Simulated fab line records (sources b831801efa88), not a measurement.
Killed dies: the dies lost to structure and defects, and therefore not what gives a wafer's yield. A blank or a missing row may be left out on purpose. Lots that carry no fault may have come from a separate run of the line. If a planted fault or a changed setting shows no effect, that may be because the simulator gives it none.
fab line records ; flow sky130
[record] lots = 5; wafers = 15; last_day = 50
route steps=708 shown RES_XHIGH@334 SD_N@342 PAD_OPEN@708
lots that met no fault: taken from a fault-free run of the same line
start_h: the number of hours between the record's first day and the start of the first shown wafer of the lot ; wait_h: time in hours since the lot's previous step ; " identical to the entry in the row above ; L1.1+2: one row covering several wafers at once ; - value missing, or start not given ; * or withheld: withheld ; < > ~ a bound
route shown NAME@n: NAME is a module with steps in the file, n the number in the route of the first one ; usual: mean/standard deviation of fault-free wafers ; same: alike in all rows ; chamber/n: place in a boat ; sites: the reading at each site ; _std_site: standard deviation across them ; _edge_site: outer sites' mean less inner sites' ; radius_mm: how far each site lies from the wafer's centre ; mask NAME#n: copy n ; behind: the most recent tool/chamber to have shaped the wafer ; hold: why the lot went on hold/how many hours it stayed there/how the hold came to an end ; device: transistor that didn't switch, given as n, p or np ; end of line: the same wafers' tests at the end of the route ; a step with no rows: only its recipe ; killed: dies that structure and defects cost at the first sort, which is not the same as the wafer's yield ; map: a wafer's dies, marking killed ones x, the rest . and places with no die _
set.NAME: setting as actually run; set.NAME@STEP: the setting as run at that earlier step ; model.NAME: the simulator's own value behind a step, which no gauge read
a table for each step, a row for each wafer; lots at some steps of the route
services: the hour from which a tool's chamber was out of use, counted from the record's first day as start_h (under 0 if before that day), plus the number of hours and why
[[steps]]
[step SKY_RES_XHIGH_COAT_02]
[recipe] resist = NOVOLAK; spin_rpm = 3000; resist_thk_nm = 1140
[step SKY_RES_XHIGH_SOFTBAKE_03]
[recipe] temp_c = 90; time_s = 60; resist = NOVOLAK
[step SKY_RES_XHIGH_EXPOSE_04]
[recipe] mask_id = URPM; na = 0.6; source_shape = conventional; sigma_outer = 0.6; polarization = unpolarized; target_cd_nm = 1270; dose_mj = 140
[step SKY_RES_XHIGH_PEB_05]
[recipe] temp_c = withheld; time_s = *; resist = NOVOLAK
[step SKY_RES_XHIGH_DEVELOP_06]
[recipe] resist = NOVOLAK; developer = TMAH; develop_time_s = 60; dev_temp_c = 23
[step SKY_RES_XHIGH_IMPLANT_07]
[recipe] species = BF2; energy_kev = 20; dose_cm2 = 3.6e+14; tilt_deg = 0
[step SKY_RES_XHIGH_STRIP_08]
[recipe] chemistry = O2/N2; power_w = 1400; pressure_mtorr = 1500; platen_temp_c = withheld; o2_flow_sccm = 3000; n2_flow_sccm = 300; overash_fraction = 0.5
[usual] chamber_pressure_mTorr = 1500.1/1.5; drypump_motor_current_A = 5.8/0.45; oes_product_au = 0.711/0.0041; strip_time_to_endpoint_s = 14.27/0.039
lot.wafer;tool;chamber;start_h;wait_h;chamber_pressure_mTorr;drypump_motor_current_A;oes_product_au;rf_hours_counter_h;strip_time_to_endpoint_s
L651.1;plasma_asher-04;0;678.24;0.1;1500.2;5.2;0.711;25;14.26
L651.4;plasma_asher-04;1;678.24;0.1;1500.1;5.9;0.715;-;14.23
L651.6;plasma_asher-04;1;678.24;0.1;1498.7;5.9;0.703;-;14.29
L654.1;plasma_asher-04;0;686.36;0.1;1499.4;5.2;0.707;27;14.31
L654.4;plasma_asher-04;0;686.36;0.1;1499.0;5.2;0.702;-;14.32
L654.5;plasma_asher-04;0;686.36;0.1;1498.8;5.2;0.710;-;14.31
L662.3;plasma_asher-04;0;747.10;0.1;1502.4;5.3;0.714;-;14.28
L662.5;plasma_asher-04;0;747.10;0.1;1500.1;5.2;0.707;-;14.33
L662.6;plasma_asher-04;1;747.10;0.1;1502.7;5.9;0.711;-;14.32
L663.3;plasma_asher-04;1;755.48;0.1;1501.3;5.9;0.709;-;14.25
L663.5;plasma_asher-04;1;755.48;0.1;1498.7;5.9;0.712;-;14.18
L663.6;plasma_asher-04;0;755.48;0.1;1503.0;5.2;0.709;-;14.23
L669.3;plasma_asher-04;1;805.98;0.1;1498.3;5.9;0.712;-;14.26
L669.4;plasma_asher-04;0;805.98;0.1;1500.0;5.2;0.713;-;14.26
L669.5;plasma_asher-04;1;805.98;0.1;1502.2;5.9;0.715;-;14.27
[step SKY_RES_XHIGH_TW_MEAS_09]
[usual] RES_XHIGH_TW = 1652/18
lot.wafer;tool;chamber;start_h;wait_h;RES_XHIGH_TW
L651.1;film_metro-02;-;678.34;0.1;1656
L651.4;film_metro-02;-;678.34;0.1;1662
L651.6;film_metro-02;-;678.34;0.1;1664
L654.1;film_metro-01;-;686.46;0.1;1678
L654.4;film_metro-01;-;686.46;0.1;1682
L654.5;film_metro-01;-;686.46;0.1;1685
L662.3;film_metro-01;-;747.18;0.1;1655
L662.5;film_metro-01;-;747.18;0.1;1650
L662.6;film_metro-01;-;747.18;0.1;1656
L663.3;film_metro-04;-;755.56;0.1;1632
L663.5;film_metro-04;-;755.56;0.1;1634
L663.6;film_metro-04;-;755.56;0.1;1633
L669.3;film_metro-02;-;806.06;0.1;1651
L669.4;film_metro-02;-;806.06;0.1;1655
L669.5;film_metro-02;-;806.06;0.1;1650
[step SKY_SD_N_DEHYDRATE_00]
[recipe] temp_c = 200; time_s = 60
[step SKY_SD_N_HMDS_01]
[recipe] prime_time_s = 60; prime_temp_c = 120
[step SKY_SD_N_COAT_02]
[recipe] resist = NOVOLAK; spin_rpm = 3000; resist_thk_nm = 1140
[step SKY_SD_N_SOFTBAKE_03]
[recipe] temp_c = 90; time_s = 60; resist = NOVOLAK
[step SKY_SD_N_EXPOSE_04]
[recipe] mask_id = NSDM; na = 0.6; source_shape = conventional; sigma_outer = 0.6; polarization = unpolarized; target_cd_nm = 380; dose_mj = 141
lot.wafer;tool;chamber;start_h;wait_h;mask
L651.1+4+6;iline_stepper-02;0;692.49;-;NSDM#0
L654.1+4+5;iline_stepper-02;0;701.29;-;NSDM#0
L662.3+5+6;iline_stepper-02;0;760.90;-;URPM#0
L663.3+5+6;iline_stepper-01;0;768.98;-;NSDM#0
L669.3+4+5;iline_stepper-01;0;819.40;-;NSDM#0
[step SKY_SD_N_PEB_05]
[recipe] temp_c = withheld; time_s = *; resist = NOVOLAK
[step SKY_SD_N_DEVELOP_06]
[recipe] resist = NOVOLAK; developer = TMAH; develop_time_s = 60; dev_temp_c = 23
[step SKY_SD_N_CD_MEAS_07]
[recipe] target_cd_nm = 380
[usual] cd_nm = 380.0/2.8
lot.wafer;tool;chamber;start_h;wait_h;cd_nm
L651.1;cd_sem-01;-;706.61;0.1;378.5
L651.4;cd_sem-01;-;706.61;0.1;376.8
L651.6;cd_sem-01;-;706.61;0.1;377.0
L654.1;cd_sem-01;-;714.54;0.1;371.1
L654.4;cd_sem-01;-;714.54;0.1;376.1
L654.5;cd_sem-01;-;714.54;0.1;376.0
L662.3;cd_sem-01;-;774.43;0.1;-
L662.5;cd_sem-01;-;774.43;0.1;-
L662.6;cd_sem-01;-;774.43;0.1;-
L663.3;cd_sem-01;-;781.88;0.1;376.8
L663.5;cd_sem-01;-;781.88;0.1;377.0
L663.6;cd_sem-01;-;781.88;0.1;376.6
L669.3;cd_sem-01;-;832.13;0.1;381.6
L669.4;cd_sem-01;-;832.13;0.1;382.5
L669.5;cd_sem-01;-;832.13;0.1;380.7
[step SKY_SD_N_OVL_MEAS_08]
[usual] SD_N_OVL = -0.1/1.7
lot.wafer;tool;chamber;start_h;wait_h;SD_N_OVL[nm]
L651.1;overlay-02;-;706.73;0.1;0.2
L651.4;overlay-02;-;706.73;0.1;3.4
L651.6;overlay-02;-;706.73;0.1;-0.9
L654.1;overlay-02;-;714.66;0.1;-2.5
L654.4;overlay-02;-;714.66;0.1;-4.6
L654.5;overlay-02;-;714.66;0.1;-2.1
L662.3;overlay-02;-;774.52;0.1;-
L662.5;overlay-02;-;774.52;0.1;-
L662.6;overlay-02;-;774.52;0.1;-
L663.3;overlay-02;-;781.97;0.1;2.3
L663.5;overlay-02;-;781.97;0.1;1.6
L663.6;overlay-02;-;781.97;0.1;1.9
L669.3;overlay-01;-;832.22;0.1;2.0
L669.4;overlay-01;-;832.22;0.1;0.9
L669.5;overlay-01;-;832.22;0.1;3.5
[step SKY_SD_N_IMPLANT_09]
[recipe] species = As; energy_kev = 50; dose_cm2 = 4e+15; tilt_deg = 0
[step SKY_SD_N_IMPLANT_10]
[recipe] species = P; energy_kev = 20; dose_cm2 = 1e+14; tilt_deg = 0
[step SKY_SD_N_STRIP_11]
[recipe] chemistry = O2/N2; power_w = 1400; pressure_mtorr = 1500; platen_temp_c = withheld; o2_flow_sccm = 3000; n2_flow_sccm = 300; overash_fraction = 0.5
[usual] chamber_pressure_mTorr = 1500.0/1.4; drypump_motor_current_A = 5.8/0.45; oes_product_au = 0.528/0.0042; strip_time_to_endpoint_s = 22.54/0.036
lot.wafer;tool;chamber;start_h;wait_h;chamber_pressure_mTorr;drypump_motor_current_A;oes_product_au;rf_hours_counter_h;strip_time_to_endpoint_s
L651.1;plasma_asher-03;0;707.07;0.1;1500.2;5.2;0.536;99;22.59
L651.4;plasma_asher-03;1;707.07;0.1;1499.1;5.3;0.529;-;22.58
L651.6;plasma_asher-03;1;707.07;0.1;1501.4;5.3;0.525;-;22.58
L654.1;plasma_asher-02;0;715.00;0.1;1499.6;5.9;0.527;63;22.50
L654.4;plasma_asher-02;1;715.00;0.1;1502.2;5.7;0.537;-;22.46
L654.5;plasma_asher-02;1;715.00;0.1;1499.1;5.7;0.525;-;22.51
L662.3;plasma_asher-03;1;774.88;0.1;1499.1;5.3;0.520;-;22.53
L662.5;plasma_asher-03;0;774.88;0.1;1499.4;5.3;0.532;-;22.56
L662.6;plasma_asher-03;1;774.88;0.1;1499.8;5.3;0.529;-;22.59
L663.3;plasma_asher-01;0;782.33;0.1;1498.5;5.8;0.528;-;22.53
L663.5;plasma_asher-01;1;782.33;0.1;1502.3;6.8;0.524;-;22.49
L663.6;plasma_asher-01;0;782.33;0.1;1499.0;5.9;0.529;-;22.50
L669.3;plasma_asher-02;1;832.58;0.1;1499.7;5.7;0.529;-;22.53
L669.4;plasma_asher-02;0;832.58;0.1;1500.9;6.0;0.529;-;22.55
L669.5;plasma_asher-02;1;832.58;0.1;1499.8;5.7;0.527;-;22.50
[step SKY_SD_N_TW_MEAS_12]
[usual] SD_N_TW = 4011/51
lot.wafer;tool;chamber;start_h;wait_h;SD_N_TW
L651.1;film_metro-01;-;707.17;0.1;4082
L651.4;film_metro-01;-;707.17;0.1;4096
L651.6;film_metro-01;-;707.17;0.1;4102
L654.1;film_metro-02;-;715.10;0.1;4048
L654.4;film_metro-02;-;715.10;0.1;4059
L654.5;film_metro-02;-;715.10;0.1;4051
L662.3;film_metro-04;-;774.97;0.1;30
L662.5;film_metro-04;-;774.97;0.1;30
L662.6;film_metro-04;-;774.97;0.1;30
L663.3;film_metro-04;-;782.42;0.1;3959
L663.5;film_metro-04;-;782.42;0.1;3959
L663.6;film_metro-04;-;782.42;0.1;3962
L669.3;film_metro-02;-;832.67;0.1;4028
L669.4;film_metro-02;-;832.67;0.1;4036
L669.5;film_metro-02;-;832.67;0.1;4032
[step SKY_SD_N_CLEAN_13]
[recipe] chemistry = SC1/SC2; mix = 1:4:20; temp_c = 70; time_s = 150; dry = n2_spin
[step SKY_PAD_OPEN_PROBE_99]
[usual] killed_at_M0_to_M3 = 44/7.1; killed_at_M4_up = 3.5/2; killed_at_contacts = 24/5.3; killed_at_front_end = 15/4.8; killed_at_other = 0.1/0.35; killed_dies = 86/9.3; killed_on_rim = 17/4; killed_open = 47/7.8; killed_short = 39/5.9
[same] gross_dies = 492; killed_at_back_side = 0
lot.wafer;tool;chamber;start_h;wait_h;killed_at_M0_to_M3;killed_at_M4_up;killed_at_contacts;killed_at_front_end;killed_at_other;killed_dies;killed_on_rim;killed_open;killed_short
L651.1;prober-02;-;1119.38;0.1;41;5;24;21;0;91;16;39;52
L651.4;prober-02;-;1119.53;0.2;50;4;25;14;0;93;18;46;47
L651.6;prober-02;-;1119.63;0.2;41;3;21;13;1;79;15;43;36
L654.1;prober-02;-;1128.07;0.1;43;3;32;13;1;92;14;52;40
L654.4;prober-02;-;1128.22;0.2;43;2;13;9;1;68;20;41;26
L654.5;prober-02;-;1128.27;0.2;39;3;24;9;0;75;17;44;31
L662.3;prober-02;-;1169.81;0.2;35;5;23;428;1;492;96;44;32
L662.5;prober-02;-;1169.91;0.2;32;5;14;440;1;492;96;33;33
L662.6;prober-02;-;1169.96;0.2;36;2;28;426;0;492;96;47;33
L663.3;prober-01;-;1174.53;0.2;47;6;27;17;0;97;19;65;32
L663.5;prober-01;-;1174.63;0.2;52;1;21;16;1;91;21;60;31
L663.6;prober-01;-;1174.68;0.2;41;5;30;9;0;85;12;47;38
L669.3;prober-02;-;1204.89;0.2;35;6;27;17;0;85;13;48;37
L669.4;prober-02;-;1204.94;0.2;45;4;29;15;0;93;21;49;44
L669.5;prober-02;-;1204.99;0.2;36;3;33;18;0;90;21;51;39
// killed by level:class
L651.1 LI_CONTACT:geometric_particle:open=8 METAL2:geometric_particle:short=8 POLY_GATE:geometric_particle:short=7 VIA1:geometric_particle:open=6 VIA2:geometric_particle:open=6 LI_CONTACT:geometric_particle:short=5 VIA1:geometric_particle:short=5 FIELD_ISO:geometric_particle:short=4
L651.4 VIA1:geometric_particle:open=13 VIA2:geometric_particle:open=9 LI_CONTACT:geometric_particle:open=7 VIA2:geometric_particle:short=6 CONTACT:geometric_particle:open=6 METAL1:geometric_particle:short=6 CONTACT:geometric_particle:short=5 FIELD_ISO:geometric_particle:short=4
L651.6 CONTACT:geometric_particle:short=8 VIA1:geometric_particle:open=7 METAL2:geometric_particle:short=7 VIA2:geometric_particle:open=7 VIA3:geometric_particle:open=7 POLY_GATE:geometric_particle:short=4 LI_CONTACT:geometric_particle:open=4 CONTACT:geometric_particle:open=4
L654.1 CONTACT:geometric_particle:open=12 VIA1:geometric_particle:open=9 LI_CONTACT:geometric_particle:open=8 VIA2:geometric_particle:open=7 METAL3:geometric_particle:short=6 FIELD_ISO:geometric_particle:open=5 VIA3:geometric_particle:short=5 LOCAL_INTERCONNECT:geometric_particle:short=5
L654.4 VIA1:geometric_particle:open=13 CONTACT:geometric_particle:open=8 VIA1:geometric_particle:short=5 VIA2:geometric_particle:open=5 VIA3:geometric_particle:open=5 VIA3:geometric_particle:short=4 LI_CONTACT:geometric_particle:open=3 METAL1:geometric_particle:short=3
L654.5 VIA1:geometric_particle:open=10 LI_CONTACT:geometric_particle:open=7 CONTACT:geometric_particle:open=7 VIA3:geometric_particle:open=7 VIA2:geometric_particle:open=5 FIELD_ISO:geometric_particle:short=4 LOCAL_INTERCONNECT:geometric_particle:short=4 METAL1:geometric_particle:short=3
L662.3 SD_N:area_expose=416 LI_CONTACT:geometric_particle:open=11 VIA2:geometric_particle:open=6 FIELD_ISO:geometric_particle:open=5 VIA3:geometric_particle:open=5 CONTACT:geometric_particle:short=5 VIA1:geometric_particle:open=5 METAL2:geometric_particle:short=4
L662.5 SD_N:area_expose=426 CONTACT:geometric_particle:open=8 VIA1:geometric_particle:open=7 VIA2:geometric_particle:open=6 FIELD_ISO:geometric_particle:short=5 VIA2:geometric_particle:short=4 METAL4:geometric_particle:short=4 SPACER:geometric_particle:open=3
L662.6 SD_N:area_expose=412 LI_CONTACT:geometric_particle:open=9 VIA1:geometric_particle:open=9 CONTACT:geometric_particle:open=8 CONTACT:geometric_particle:short=6 METAL2:geometric_particle:short=6 VIA2:geometric_particle:open=5 FIELD_ISO:geometric_particle:short=4
L663.3 VIA3:geometric_particle:open=13 VIA2:geometric_particle:open=11 LI_CONTACT:geometric_particle:open=11 VIA1:geometric_particle:open=10 CONTACT:geometric_particle:open=7 POLY_GATE:geometric_particle:open=4 LI_CONTACT:geometric_particle:short=4 METAL4:geometric_particle:short=4
L663.5 VIA1:geometric_particle:open=12 VIA3:geometric_particle:open=10 CONTACT:geometric_particle:open=9 VIA2:geometric_particle:open=8 POLY_GATE:geometric_particle:open=6 METAL2:geometric_particle:short=6 LI_CONTACT:geometric_particle:open=5 VIA3:geometric_particle:short=4
L663.6 VIA2:geometric_particle:open=9 CONTACT:geometric_particle:open=9 LI_CONTACT:geometric_particle:open=8 VIA1:geometric_particle:open=7 LOCAL_INTERCONNECT:geometric_particle:short=5 CONTACT:geometric_particle:short=5 VIA3:geometric_particle:open=5 VIA1:geometric_particle:short=4
L669.3 CONTACT:geometric_particle:open=11 VIA1:geometric_particle:open=9 VIA3:geometric_particle:open=7 POLY_GATE:geometric_particle:open=6 POLY_GATE:geometric_particle:short=5 LI_CONTACT:geometric_particle:open=5 LOCAL_INTERCONNECT:geometric_particle:short=4 CONTACT:geometric_particle:short=4
L669.4 VIA1:geometric_particle:open=11 CONTACT:geometric_particle:open=10 LOCAL_INTERCONNECT:geometric_particle:short=6 VIA3:geometric_particle:open=6 METAL1:geometric_particle:short=6 LI_CONTACT:geometric_particle:open=5 METAL2:geometric_particle:short=5 CONTACT:geometric_particle:short=4
L669.5 LI_CONTACT:geometric_particle:open=10 VIA1:geometric_particle:open=9 CONTACT:geometric_particle:open=8 LOCAL_INTERCONNECT:geometric_particle:short=7 FIELD_ISO:geometric_particle:open=6 METAL2:geometric_particle:short=6 VIA3:geometric_particle:open=6 FIELD_ISO:geometric_particle:short=5
// map L662.3 (x killed, . not)
__________xxxxxxxxxx_________
________xxxxxxxxxxxxxx_______
______xxxxxxxxxxxxxxxxxx_____
_____xxxxxxxxxxxxxxxxxxxx____
____xxxxxxxxxxxxxxxxxxxxxx___
___xxxxxxxxxxxxxxxxxxxxxxxx__
__xxxxxxxxxxxxxxxxxxxxxxxxxx_
_xxxxxxxxxxxxxxxxxxxxxxxxxxxx
_xxxxxxxxxxxxxxxxxxxxxxxxxxxx
_xxxxxxxxxxxxxxxxxxxxxxxxxxxx
_xxxxxxxxxxxxxxxxxxxxxxxxxxxx
_xxxxxxxxxxxxxxxxxxxxxxxxxxxx
_xxxxxxxxxxxxxxxxxxxxxxxxxxxx
_xxxxxxxxxxxxxxxxxxxxxxxxxxxx
_xxxxxxxxxxxxxxxxxxxxxxxxxxxx
__xxxxxxxxxxxxxxxxxxxxxxxxxx_
___xxxxxxxxxxxxxxxxxxxxxxxx__
____xxxxxxxxxxxxxxxxxxxxxx___
_____xxxxxxxxxxxxxxxxxxxx____
______xxxxxxxxxxxxxxxxxx_____
________xxxxxxxxxxxxxx_______
__________xxxxxxxxxx_________
// map L651.4 (x killed, . not)
__________.........._________
________..x.x.x..x...._______
______...............x.._____
_____x.....x............x____
____....x.....x....xx.....___
___..x............xx.x...x.__
__.x...x.....x...x......x.x._
_x......xx..x......x.xx...x..
_.x..............x....xx.....
_....xx..........x..........x
_......x..x.x......x..x.xx.x.
_..x...x....xxxx.x.x..x......
_....x...........x...xxx...xx
_....................x.x.....
_.xx.....xx....x.............
__..x..x.......x.x......x..._
___......x..x...x....x....x__
____x..x..x........x......___
_____xx.....x............____
______.....x...x........_____
________.......x......_______
__________..xx....x._________
[[services]]
tool;chamber;start_h;hours;kind
iline_stepper-02;-;673.51;18.8;repair
iline_stepper-02;-;694.58;1.7;pm
plasma_asher-04;-;698.24;14.6;pm
plasma_asher-04;-;724.69;11.8;repair
plasma_asher-03;-;733.75;9.0;pm
plasma_asher-03;0;733.75;9.0;vent_cycle
plasma_asher-03;1;733.75;9.0;vent_cycle
plasma_asher-03;0;742.75;-;clean
plasma_asher-03;1;742.75;-;clean
plasma_asher-02;-;747.11;0.4;repair
plasma_asher-01;-;763.61;13.4;repair
plasma_asher-04;-;772.67;2.8;pm
iline_stepper-01;-;798.00;1.7;pm
iline_stepper-01;-;813.81;2.1;pm
iline_stepper-01;-;815.89;-;consumable_replace:lamp
[[key]]
[first_sign] step = SKY_SD_N_EXPOSE_04; reading = mask; direction = changed
[effect] step = SKY_SD_N_CD_MEAS_07; reading = cd_nm; direction = missing
[effect] step = SKY_SD_N_OVL_MEAS_08; reading = SD_N_OVL; direction = missing
[effect] step = SKY_SD_N_TW_MEAS_12; reading = SD_N_TW; direction = down; sigmas = 78; usual = 4011; struck = 30
[effect] step = SKY_PAD_OPEN_PROBE_99; reading = killed_at_front_end; direction = up; sigmas = 86; usual = 15; struck = 431
[more_kills_born_at] SKY_SD_N_EXPOSE_04@iline_stepper-02 = 1254
met_at SKY_SD_N_EXPOSE_04
struck_wafers L662.3,L662.5,L662.6
tester_left_out L662
onset_between 701.29 760.90
[fault] kind = wrong_mask; tool = any; chamber = -; onset_h = 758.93; steps = SKY_SD_N_EXPOSE_04; aux_copy = URPM#0; scope = struck_lots_only
// tester_left_out: of these lots the tester's yield and bins aren't shown, on N5 and GAA mostly nor the transistor test; their killed dies are dies lost to structure and defects alone, not to doping, threshold or leakage, so they don't give the yield
